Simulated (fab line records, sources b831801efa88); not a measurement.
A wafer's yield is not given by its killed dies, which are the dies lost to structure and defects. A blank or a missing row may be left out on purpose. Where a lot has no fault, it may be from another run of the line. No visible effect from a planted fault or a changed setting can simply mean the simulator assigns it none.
Comparing a struck lot with a sound one | flow sky130 | 14 steps out of a route of 708
Sound: the wafers L832.1, L832.4, L832.6. Wafers L844.1, L844.2, L844.4 were the ones struck. Last of all comes the cause.
At each step with rows: each side's tool, then ch and its chambers, then its first start. Under that, the readings that differ: sound wafers | struck wafers | difference of the means | sigmas: that difference in standard deviations of wafers without a fault.
alike: readings with means less than 2 such deviations apart, plus words and numbers identical on both sides. not compared: withheld readings, readings lacking a value on some wafer, bounds such as >300 that could conceal the same value, and numbers that have no deviation in the record and whose values overlap.
The two part at a step that has a row with sigmas, a row that says differs or no value, or rows on one side only. When numbers do not overlap yet have no deviation, they are printed without sigmas and do not part them. Lack of a reading on every wafer of one side parts them only where that side has two or more wafers.

SKY_LI_CONTACT_CD_MEAS_12: target cd 170 nm.
  sound: cd_sem-01 at day 31 12:04; struck: cd_sem-01 at day 35 02:49
  alike: cd_nm
SKY_LI_CONTACT_OVL_MEAS_13:
  sound: overlay-01 at day 31 12:11; struck: overlay-02 at day 35 02:56
  alike: LI_CONTACT_OVL
SKY_LI_CONTACT_ETCH_14: etches BARC in N2/H2, stops on SiO2, time 45.9 s, target depth 60 nm.
  sound on rie_diel-03 ch 1,2, day 31 12:13; struck on rie_diel-01 ch 0,1,2, day 35 02:58
  alike: bias_w, drypump_motor_current_A, oes_product_au, throttle_valve_pct
  not compared: rf_hours_counter_h
SKY_LI_CONTACT_ETCH_15: etches PSG in C4F8/O2/Ar, stops on Si, target depth 600 nm.
  sound on rie_diel-03 ch 1,2, day 31 12:16; struck on rie_diel-01 ch 0,1,2, day 35 03:01
  alike: bias_w, oes_product_au
SKY_LI_CONTACT_STRIP_16: strips in O2/N2.
  sound on plasma_asher-04 ch 0,1, day 31 12:21; struck on plasma_asher-04 ch 0,1, day 35 03:06
  alike: drypump_motor_current_A, oes_product_au, strip_time_to_endpoint_s
  not compared: rf_hours_counter_h
then, 3 steps without rows for these wafers: SKY_LI_CONTACT_CLEAN_17 (cleans in NMP, time 600 s); SKY_LI_CONTACT_PRE_CLEAN_18 (time 5.6 s); SKY_LI_CONTACT_SPUTTER_19 (material Ti, target thk 20 nm, time 106.37 s).
SKY_LI_CONTACT_SPUTTER_20: material TiN, target thk 20 nm, time 80 s.
  sound: pvd_sputter-02 at day 31 12:54; struck: pvd_sputter-01 at day 35 03:29
  alike: throttle_valve_pct
SKY_LI_CONTACT_CVD_21: deposits W, target thk 400 nm, time 120.56 s.
  sound on cvd_w-02 ch 0,1, day 31 12:58; struck on cvd_w-02 ch 0,1, day 35 03:33
  alike: heater_power_w, susceptor_temp_C
SKY_LI_CONTACT_RS_MEAS_22: the measuring method here is four-point-probe.
  sound: film_metro-01 at day 31 13:05; struck: film_metro-02 at day 35 03:41
  alike: LI_CONTACT_W_RS
SKY_LI_CONTACT_THK_MEAS_23: measures by xrf.
  sound: film_metro-01 at day 31 13:12; struck: film_metro-02 at day 35 03:48
  alike: LI_CONTACT_W_THK
SKY_LI_CONTACT_CMP_24: polishes, stops on PSG, t overpolish 20 s, target thk 0 nm.
  sound on cmp-01 ch 0,1, day 31 13:16; struck on cmp-02 ch 1,2,3, day 35 03:52
  no value came back on the struck wafers for any of 5 readings (edge_zone_pressure_frac, head_pressure_psi (psi) and others); on the sound wafers edge_zone_pressure_frac reads 1.005 1.002 1.000
  reading                                       | sound           | struck            | difference | sigmas
  model.W_of_LI_CONTACT_CVD_21.thk_nm (nm)      | 0 0 0           | 401.7 400.2 404.4 | +402.1     |
  model.PSG_of_LI_CONTACT_HDPCVD_00.thk_nm (nm) | 587.9 586 587.4 | 592.7 591.8 591.5 | +4.9       |
-- record jumps: 15 days separate the struck wafers' starts on either side; left off in module LI_CONTACT, taken up again in module PAD_OPEN, whose first shown step is the route's number 708 --
SKY_PAD_OPEN_PROBE_99:
  record: rows for the struck wafers here (prober-02, day 49 23:50), none for the sound ones

WHERE THEY PART
Earliest at SKY_LI_CONTACT_CMP_24; latest, in this record, at SKY_PAD_OPEN_PROBE_99.

WHY: what the simulator had put in
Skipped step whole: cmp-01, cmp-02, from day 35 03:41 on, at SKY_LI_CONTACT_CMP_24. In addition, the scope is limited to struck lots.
